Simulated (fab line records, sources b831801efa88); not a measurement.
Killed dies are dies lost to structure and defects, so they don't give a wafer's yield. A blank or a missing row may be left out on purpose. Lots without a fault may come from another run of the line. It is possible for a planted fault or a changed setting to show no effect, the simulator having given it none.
Which tool was responsible? :: flow sky130 :: Sampling: 6 lots, 18 wafers, 4 of 708 route steps

WHAT EACH GAUGE READ, for each wafer
SKY_METAL2_OVL_MEAS_16.
lot: L260
measured: day 36 01:51
on: overlay-01
METAL2_OVL (nm): 4 4 -3

lot: L263
measured: day 36 16:32
on: overlay-01
METAL2_OVL (nm): -2 3 1

lot: L266
measured: day 38 01:43
on: overlay-01
METAL2_OVL (nm): 0 1 4

lot: L267
measured: day 38 04:50
on: overlay-01
METAL2_OVL (nm): 4 7 4

lot: L273
measured: day 39 14:59
on: overlay-02
METAL2_OVL (nm): -6 -10 -10

lot: L280
measured: day 41 15:17
on: overlay-01
METAL2_OVL (nm): 7 -2 6

WHICH TOOL RAN EACH LOT (tool, then ch and the chambers of the sampled wafers, then the start)
lot: L260
SKY_METAL2_SPUTTER_00: pvd-sputter-01, day 34 23:53
SKY_METAL2_SPUTTER_03: pvd-sputter-01, day 34 23:58
SKY_METAL2_SOFTBAKE_11: litho-track-04 ch 0, day 35 13:00

lot: L263
SKY_METAL2_SPUTTER_00: pvd-sputter-03, day 35 13:56
SKY_METAL2_SPUTTER_03: pvd-sputter-03, day 35 14:00
SKY_METAL2_SOFTBAKE_11: litho-track-02 ch 0, day 36 03:00

lot: L266
SKY_METAL2_SPUTTER_00: pvd-sputter-03, day 36 23:28
SKY_METAL2_SPUTTER_03: pvd-sputter-03, day 36 23:32
SKY_METAL2_SOFTBAKE_11: litho-track-04 ch 0, day 37 12:00

lot: L267
SKY_METAL2_SPUTTER_00: pvd-sputter-04, day 37 03:23
SKY_METAL2_SPUTTER_03: pvd-sputter-04, day 37 03:28
SKY_METAL2_SOFTBAKE_11: litho-track-02 ch 0, day 37 16:00

lot: L273
SKY_METAL2_SPUTTER_00: pvd-sputter-03, day 38 14:16
SKY_METAL2_SPUTTER_03: pvd-sputter-03, day 38 14:20
SKY_METAL2_SOFTBAKE_11: litho-track-02 ch 0, day 39 03:00

lot: L280
SKY_METAL2_SPUTTER_00: pvd-sputter-03, day 40 15:20
SKY_METAL2_SPUTTER_03: pvd-sputter-03, day 40 15:25
SKY_METAL2_SOFTBAKE_11: litho-track-01 ch 0, day 41 03:00
- SKY_METAL2_SPUTTER_00: material Ti, target thk 15 nm, time 10 s.
- SKY_METAL2_SPUTTER_03: material Ti, target thk 5 nm, time 3.3 s.
- SKY_METAL2_SOFTBAKE_11: time 90 s.

THE ANSWER, worked out from the rows above alone
Rule: what is usual is taken from the lots themselves. The widest of any qualifying gaps counts: lots, ordered by their means at a reading, are off when they make up no more than a third of the lots, leave a main group of 4 or more, and stand apart from it by 3 or more times the standard deviation of that group's means. A main group whose means are all the same, to the digits that the tables above print for the reading, isn't used. A lot without any number at a reading at which 4 lots or more have one is off too. Any other lot the step has rows for is counted as sound.
Off: L273, at SKY_METAL2_OVL_MEAS_16 (METAL2_OVL). Main group: mean 3 nm, sd 1.6.
If a tool, at a process step before that reading, ran all the lots that are off and no sound lot after the first of them, it fits. Gauges at SKY_METAL2_OVL_MEAS_16: tried the same way as those tools. This does not decide it: 2 tools fit, namely litho-track-02 at SKY_METAL2_SOFTBAKE_11 and overlay-02 at SKY_METAL2_OVL_MEAS_16.

WHAT WAS PUT IN BY THE SIMULATOR
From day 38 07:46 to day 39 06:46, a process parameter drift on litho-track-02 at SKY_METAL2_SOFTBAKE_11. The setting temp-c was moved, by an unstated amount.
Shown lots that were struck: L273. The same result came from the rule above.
